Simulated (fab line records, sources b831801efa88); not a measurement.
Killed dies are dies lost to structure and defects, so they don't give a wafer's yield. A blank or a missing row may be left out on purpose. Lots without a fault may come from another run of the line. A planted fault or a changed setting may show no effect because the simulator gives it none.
A struck lot beside a sound one | flow sky130 | 17 steps out of a route of 708
Sound: wafers L272.3, L272.4, L272.6. Struck: wafers L261.2, L261.5, L261.6. The cause comes at the end.
At each step with rows: each side's tool, then ch and its chambers, then its first start. Under that, the readings that differ: sound wafers | struck wafers | difference of the means | sigmas: that difference in standard deviations of wafers without a fault.
alike: readings whose means differ by less than 2 such deviations, and words and numbers that are the same on both sides. not compared: withheld readings, readings that some wafer has no value for, bounds like >300 that may hide the same value, and numbers for which the record gives no deviation and whose values overlap.
The two part at a step that has a row with sigmas, a row that says differs or no value, or rows on one side only. Numbers that don't overlap but have no deviation are shown without sigmas and don't part them. A reading that every wafer of one side lacks parts them only if that side has two wafers or more.

first, 1 step without rows for these wafers: SKY_LDD_N_IMPLANT_15.
SKY_LDD_N_STRIP_16: strips in O2/N2.
  sound on plasma_asher-01 ch 0,1, day 23 12:38; struck on plasma_asher-01 ch 0,1, day 19 22:32
  alike: drypump_motor_current_A, oes_product_au, strip_time_to_endpoint_s
  not compared: rf_hours_counter_h
SKY_LDD_N_TW_MEAS_17:
  sound on film_metro-04, day 23 12:43; struck on film_metro-02, day 19 22:39
  alike: LDD_N_TW
then, 7 steps without rows for these wafers: SKY_LDD_P_DEHYDRATE_00 (time 60 s); SKY_LDD_P_HMDS_01 (prime time 60 s); SKY_LDD_P_COAT_02 (resist thk 1140 nm); SKY_LDD_P_SOFTBAKE_03 (time 60 s); SKY_LDD_P_EXPOSE_04 (exposes mask PSDM, target cd 380 nm); SKY_LDD_P_PEB_05; SKY_LDD_P_DEVELOP_06 (develop time 60 s).
SKY_LDD_P_CD_MEAS_07: target cd 380 nm.
  sound on cd_sem-02, day 24 18:11; struck on cd_sem-01, day 21 04:49
  alike: cd_nm
SKY_LDD_P_OVL_MEAS_08:
  sound on overlay-02, day 24 18:17; struck on overlay-02, day 21 04:56
  reading        | sound       | struck        | difference | sigmas
  LDD_P_OVL (nm) | 2.8 2.6 3.2 | -0.6 -1.1 0.7 | -3.2       | -2
SKY_LDD_P_IMPLANT_09:
  sound on implanter-04 ch 0, day 24 18:22; struck on implanter-04 ch 0, day 21 04:59
  alike: faraday_current_uA
SKY_LDD_P_STRIP_10: strips in O2/N2.
  sound on plasma_asher-01 ch 0,1, day 24 18:29; struck on plasma_asher-01 ch 0,1, day 21 05:07
  alike: drypump_motor_current_A, oes_product_au, strip_time_to_endpoint_s
  not compared: rf_hours_counter_h
SKY_LDD_P_TW_MEAS_11:
  sound on film_metro-02, day 24 18:35; struck on film_metro-02, day 21 05:13
  reading  | sound             | struck            | difference | sigmas
  LDD_P_TW | 636.4 635.5 636.7 | 623.8 622.0 624.1 | -12.9      | -5
then, 1 step without rows for these wafers: SKY_LDD_HVN_DEHYDRATE_00 (time 60 s).
-- the record jumps here: 26 days lie between the struck wafers' starts before and after (it left off in module LDD_HVN and takes up again in module PAD_OPEN, whose first step shown is number 708 of the route) --
SKY_PAD_OPEN_PROBE_99:
  sound on prober-01, day 49 13:36; struck on prober-02, day 47 15:02
  reading                           | sound                    | struck                  | difference | sigmas
  model.etest.tip_p.rs_ohm_sq_range | 237.1 101.2 368.4        | 2248 2525 2471          | +2179      |
  model.etest.pfet_01v8.vt_v_range  | 0.02097 0.009235 0.01135 | 0.03257 0.04572 0.03884 | +0.02519   |
  alike: killed_at_M0_to_M3, killed_at_M4_up, killed_at_contacts, killed_at_front_end, killed_at_other, killed_dies, killed_open, killed_short
  not compared: model.etest.pfet_01v8.drive_ua_um_range

WHERE THEY PART
First at SKY_LDD_P_OVL_MEAS_08; last, within this record, at SKY_LDD_P_TW_MEAS_11. Later steps at which nothing parts them and some readings are alike: SKY_PAD_OPEN_PROBE_99.

WHY: what the simulator had put in
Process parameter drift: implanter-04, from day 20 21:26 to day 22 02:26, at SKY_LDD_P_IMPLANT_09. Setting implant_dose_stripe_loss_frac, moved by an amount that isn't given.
